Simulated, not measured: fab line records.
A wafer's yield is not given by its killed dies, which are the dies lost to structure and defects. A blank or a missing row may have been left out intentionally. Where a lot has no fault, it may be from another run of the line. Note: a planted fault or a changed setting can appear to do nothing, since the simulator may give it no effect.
The tool behind it: which one? -- flow gf180mcu -- 18 wafers from 6 lots sampled at 2 of the route's 602 steps

WHAT THE GAUGES SHOWED, per wafer
GF_VT_IMPLANT_RS_MEAS_47: the measuring method here is four-point-probe.
lot,measured,on,NWELL_RS (ohm/sq)
L316,day 8 03:05,film metro-03,486.5 485.9 486.6
L318,day 8 16:16,film metro-03,485.9 487.6 486.5
L322,day 9 17:39,film metro-01,487.2 488.6 487.2
L324,day 10 09:56,film metro-03,496.5 496.8 495.7
L328,day 11 09:46,film metro-03,489.7 490.2 489.9
L337,day 13 23:18,film metro-04,489.1 488.8 490.5

WHICH TOOL RAN EACH LOT (tool, then ch and the chambers of the sampled wafers, then the start)
lot,GF_NWELL_IMPLANT_09
L316,"implanter-03 ch 0, day 3 17:36"
L318,"implanter-01 ch 0, day 4 05:23"
L322,"implanter-02 ch 0, day 5 01:59"
L324,"implanter-01 ch 0, day 5 15:07"
L328,"implanter-03 ch 0, day 6 11:25"
L337,"implanter-01 ch 0, day 8 13:04"
- GF_NWELL_IMPLANT_09

THE ANSWER, worked out from the rows above alone
Rule: the lots themselves supply what counts as usual. The widest of any qualifying gaps counts: lots, ordered by their means at a reading, are off when they make up no more than a third of the lots, leave a main group of 4 or more, and stand apart from it by 3 or more times the standard deviation of that group's means. Not used: any main group whose means are identical at the precision the tables above print for the reading. Also off: a lot with no number at a reading for which 4 or more lots have one. The other lots that the step has rows for count as sound.
Off: L324, at GF_VT_IMPLANT_RS_MEAS_47 (NWELL_RS). The main group: mean 488.0 ohm/sq, standard deviation 1.5.
If a tool, at a process step before that reading, ran all the lots that are off and no sound lot after the first of them, it fits. Gauges at GF_VT_IMPLANT_RS_MEAS_47: tried the same way as those tools. Not one of the candidates tried fits.

WHAT THE SIMULATOR HAD PUT IN
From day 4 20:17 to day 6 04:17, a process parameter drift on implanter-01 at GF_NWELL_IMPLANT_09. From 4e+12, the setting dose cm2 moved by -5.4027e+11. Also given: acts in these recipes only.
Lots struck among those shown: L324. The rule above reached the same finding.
